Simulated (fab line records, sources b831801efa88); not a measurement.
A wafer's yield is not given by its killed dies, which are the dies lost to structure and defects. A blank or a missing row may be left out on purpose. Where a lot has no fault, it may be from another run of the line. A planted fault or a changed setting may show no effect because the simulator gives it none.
Which tool is to blame? :: flow gf180mcu :: 10 lots with 30 wafers sampled at 4 steps, on a route of 602 steps

WHAT EACH GAUGE READ, for each wafer
GF_MVPSD_TW_MEAS_11.
lot: L457
measured: day 4 22:37
on: film-metro-03
MVPSD_TW: 550 551 551

lot: L460
measured: day 5 17:07
on: film-metro-03
MVPSD_TW: 550 551 551

lot: L461
measured: day 6 02:09
on: film-metro-01
MVPSD_TW: 554 555 549

lot: L463
measured: day 6 12:21
on: film-metro-03
MVPSD_TW: 553 552 552

lot: L464
measured: day 6 19:08
on: film-metro-01
MVPSD_TW: 553 552 551

lot: L469
measured: day 7 22:56
on: film-metro-03
MVPSD_TW: 568 568 569

lot: L472
measured: day 8 17:28
on: film-metro-03
MVPSD_TW: 569 572 572

lot: L475
measured: day 9 13:01
on: film-metro-01
MVPSD_TW: 551 556 553

lot: L476
measured: day 9 17:23
on: film-metro-01
MVPSD_TW: 551 551 552

lot: L479
measured: day 10 12:58
on: film-metro-03
MVPSD_TW: 551 550 550

GF_VT_IMPLANT_RS_MEAS_49: measures by four-point-probe.
lot: L457
measured: day 7 10:03
on: film-metro-01
MVPSD_RS (ohm/sq): 1171.1 1171.3 1167.0

lot: L460
measured: day 8 07:08
on: film-metro-01
MVPSD_RS (ohm/sq): 1169.0 1170.8 1174.0

lot: L461
measured: day 8 16:42
on: film-metro-03
MVPSD_RS (ohm/sq): 1168.5 1169.3 1170.5

lot: L463
measured: day 9 04:22
on: film-metro-01
MVPSD_RS (ohm/sq): 1165.3 1166.3 1169.1

lot: L464
measured: day 9 13:31
on: film-metro-01
MVPSD_RS (ohm/sq): 1171.1 1168.8 1167.7

lot: L469
measured: day 10 19:58
on: film-metro-01
MVPSD_RS (ohm/sq): 1063.9 1063.0 1062.2

lot: L472
measured: day 11 18:24
on: film-metro-04
MVPSD_RS (ohm/sq): 1062.4 1067.2 1062.4

lot: L475
measured: day 12 15:09
on: film-metro-03
MVPSD_RS (ohm/sq): 1166.8 1166.5 1166.6

lot: L476
measured: day 12 21:29
on: film-metro-04
MVPSD_RS (ohm/sq): 1166.8 1174.7 1169.9

lot: L479
measured: day 13 16:10
on: film-metro-04
MVPSD_RS (ohm/sq): 1169.4 1171.6 1169.3

EACH LOT AND THE TOOL THAT RAN IT (in order: tool; ch and the chambers of the sampled wafers; start)
lot: L457
GF_MVPSD_IMPLANT_09: implanter-03 ch 0, day 4 22:23
GF_VT_IMPLANT_STRIP_42: plasma-asher-02 ch 0,1, day 7 09:22

lot: L460
GF_MVPSD_IMPLANT_09: implanter-04 ch 0, day 5 16:52
GF_VT_IMPLANT_STRIP_42: plasma-asher-03 ch 0,1, day 8 06:26

lot: L461
GF_MVPSD_IMPLANT_09: implanter-04 ch 0, day 6 01:56
GF_VT_IMPLANT_STRIP_42: plasma-asher-02 ch 0,1, day 8 16:01

lot: L463
GF_MVPSD_IMPLANT_09: implanter-01 ch 0, day 6 12:08
GF_VT_IMPLANT_STRIP_42: plasma-asher-04 ch 0,1, day 9 03:41

lot: L464
GF_MVPSD_IMPLANT_09: implanter-03 ch 0, day 6 18:55
GF_VT_IMPLANT_STRIP_42: plasma-asher-03 ch 0,1, day 9 12:46

lot: L469
GF_MVPSD_IMPLANT_09: implanter-03 ch 0, day 7 22:43
GF_VT_IMPLANT_STRIP_42: plasma-asher-04 ch 0,1, day 10 19:14

lot: L472
GF_MVPSD_IMPLANT_09: implanter-03 ch 0, day 8 17:13
GF_VT_IMPLANT_STRIP_42: plasma-asher-03 ch 0,1, day 11 17:41

lot: L475
GF_MVPSD_IMPLANT_09: implanter-04 ch 0, day 9 12:47
GF_VT_IMPLANT_STRIP_42: plasma-asher-02 ch 0,1, day 12 14:27

lot: L476
GF_MVPSD_IMPLANT_09: implanter-04 ch 0, day 9 17:10
GF_VT_IMPLANT_STRIP_42: plasma-asher-04 ch 0,1, day 12 20:49

lot: L479
GF_MVPSD_IMPLANT_09: implanter-01 ch 0, day 10 12:46
GF_VT_IMPLANT_STRIP_42: plasma-asher-03 ch 0,1, day 13 15:28
- GF_MVPSD_IMPLANT_09
- GF_VT_IMPLANT_STRIP_42: strips in O2/N2.

WHAT THE TOOLS THEMSELVES READ (means of the sampled wafers that have a number; where no wafer has one, the mark that the record gives instead)
GF_MVPSD_IMPLANT_09.
lot: L457
tool: implanter-03
dose-ions-cm2: 5e+12
faraday-current-uA: 28.0

lot: L460
tool: implanter-04
dose-ions-cm2: 5e+12
faraday-current-uA: 28.5

lot: L461
tool: implanter-04
dose-ions-cm2: 5e+12
faraday-current-uA: 28.3

lot: L463
tool: implanter-01
dose-ions-cm2: 5e+12
faraday-current-uA: 28.1

lot: L464
tool: implanter-03
dose-ions-cm2: 5e+12
faraday-current-uA: 27.6

lot: L469
tool: implanter-03
dose-ions-cm2: 8e+12
faraday-current-uA: 43.8

lot: L472
tool: implanter-03
dose-ions-cm2: 8e+12
faraday-current-uA: 44.4

lot: L475
tool: implanter-04
dose-ions-cm2: 5e+12
faraday-current-uA: 28.0

lot: L476
tool: implanter-04
dose-ions-cm2: 5e+12
faraday-current-uA: 28.7

lot: L479
tool: implanter-01
dose-ions-cm2: 5e+12
faraday-current-uA: 28.1

GF_VT_IMPLANT_STRIP_42.
lot: L457
tool: plasma-asher-02
chamber-pressure-mTorr (mTorr): 1499.5
drypump-motor-current-A (A): 6.0
heater-power-w (W): 311
n2-flow-sccm (sccm): 300.2
oes-product-au (a.u.): 0.714
strip-time-to-endpoint-s (s): 12.56

lot: L460
tool: plasma-asher-03
chamber-pressure-mTorr (mTorr): 1499.1
drypump-motor-current-A (A): 5.6
heater-power-w (W): 350
n2-flow-sccm (sccm): 300.3
oes-product-au (a.u.): 0.715
strip-time-to-endpoint-s (s): 12.56

lot: L461
tool: plasma-asher-02
chamber-pressure-mTorr (mTorr): 1499.9
drypump-motor-current-A (A): 6.0
heater-power-w (W): 317
n2-flow-sccm (sccm): 299.3
oes-product-au (a.u.): 0.715
strip-time-to-endpoint-s (s): 12.59

lot: L463
tool: plasma-asher-04
chamber-pressure-mTorr (mTorr): 1499.2
drypump-motor-current-A (A): 6.2
heater-power-w (W): 351
n2-flow-sccm (sccm): 299.8
oes-product-au (a.u.): 0.716
strip-time-to-endpoint-s (s): 12.59

lot: L464
tool: plasma-asher-03
chamber-pressure-mTorr (mTorr): 1500.0
drypump-motor-current-A (A): 5.8
heater-power-w (W): 348
n2-flow-sccm (sccm): 299.4
oes-product-au (a.u.): 0.715
strip-time-to-endpoint-s (s): 12.58

lot: L469
tool: plasma-asher-04
chamber-pressure-mTorr (mTorr): 1498.5
drypump-motor-current-A (A): 6.2
heater-power-w (W): 380
n2-flow-sccm (sccm): 299.9
oes-product-au (a.u.): 0.718
strip-time-to-endpoint-s (s): 12.65

lot: L472
tool: plasma-asher-03
chamber-pressure-mTorr (mTorr): 1500.3
drypump-motor-current-A (A): 5.8
heater-power-w (W): 343
n2-flow-sccm (sccm): 299.6
oes-product-au (a.u.): 0.717
strip-time-to-endpoint-s (s): 12.64

lot: L475
tool: plasma-asher-02
chamber-pressure-mTorr (mTorr): 1500.7
drypump-motor-current-A (A): 6.0
heater-power-w (W): 316
n2-flow-sccm (sccm): 300.4
oes-product-au (a.u.): 0.714
strip-time-to-endpoint-s (s): 12.64

lot: L476
tool: plasma-asher-04
chamber-pressure-mTorr (mTorr): 1499.2
drypump-motor-current-A (A): 6.2
heater-power-w (W): 379
n2-flow-sccm (sccm): 298.7
oes-product-au (a.u.): 0.715
strip-time-to-endpoint-s (s): 12.62

lot: L479
tool: plasma-asher-03
chamber-pressure-mTorr (mTorr): 1500.0
drypump-motor-current-A (A): 5.6
heater-power-w (W): 353
n2-flow-sccm (sccm): 300.3
oes-product-au (a.u.): 0.714
strip-time-to-endpoint-s (s): 12.58

THE ANSWER, worked out from the rows above alone
Rule: the lots themselves supply what counts as usual. Put in order of their means at a reading, lots are off if they are a third of the lots or fewer, leave a main group of 4 or more, and stand apart from it by a gap of 3 or more times the standard deviation of the main group's means; of several such gaps the widest counts. Not used: any main group whose means are identical at the precision the tables above print for the reading. A lot without any number at a reading at which 4 lots or more have one is off too. Any other lot the step has rows for is counted as sound. First the gauges in route order, then the tools' own readings, where a lot's mean is used as printed above. The first step at which some lot is off is used, and at that step the reading that is off furthest; a lot without a number counts as furthest.
Off: at GF_MVPSD_TW_MEAS_11 (MVPSD_TW), L469, L472. For the main group the mean is 552 and the standard deviation 1.
A tool fits if, at a process step before that reading, it ran every lot that is off, and no sound lot after the first of them. The gauges at GF_MVPSD_TW_MEAS_11 aren't tried: what is off there is off at GF_VT_IMPLANT_RS_MEAS_49 too, on other tools, and a gauge's error can't cause that. One candidate fits, namely implanter-03 at GF_MVPSD_IMPLANT_09. A fault onset in the window from L464 (day 6 18:55, its last sound lot) to L469 (day 7 22:43, its first lot off) fits.
The tool's own readings at GF_MVPSD_IMPLANT_09 bear it out: on the lots that are off they differ by more than 5 times the standard deviation of the sound lots' means. dose-ions-cm2 reads 8e+12 there against 5e+12 on the sound lots; faraday-current-uA reads 44.1 there against 28.2 on the sound lots.

WHAT THE SIMULATOR HAD PUT IN
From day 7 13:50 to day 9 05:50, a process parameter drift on implanter-03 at GF_MVPSD_IMPLANT_09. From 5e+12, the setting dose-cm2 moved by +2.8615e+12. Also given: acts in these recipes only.
Struck lots among those shown: L469, L472. Same finding as the rule above.
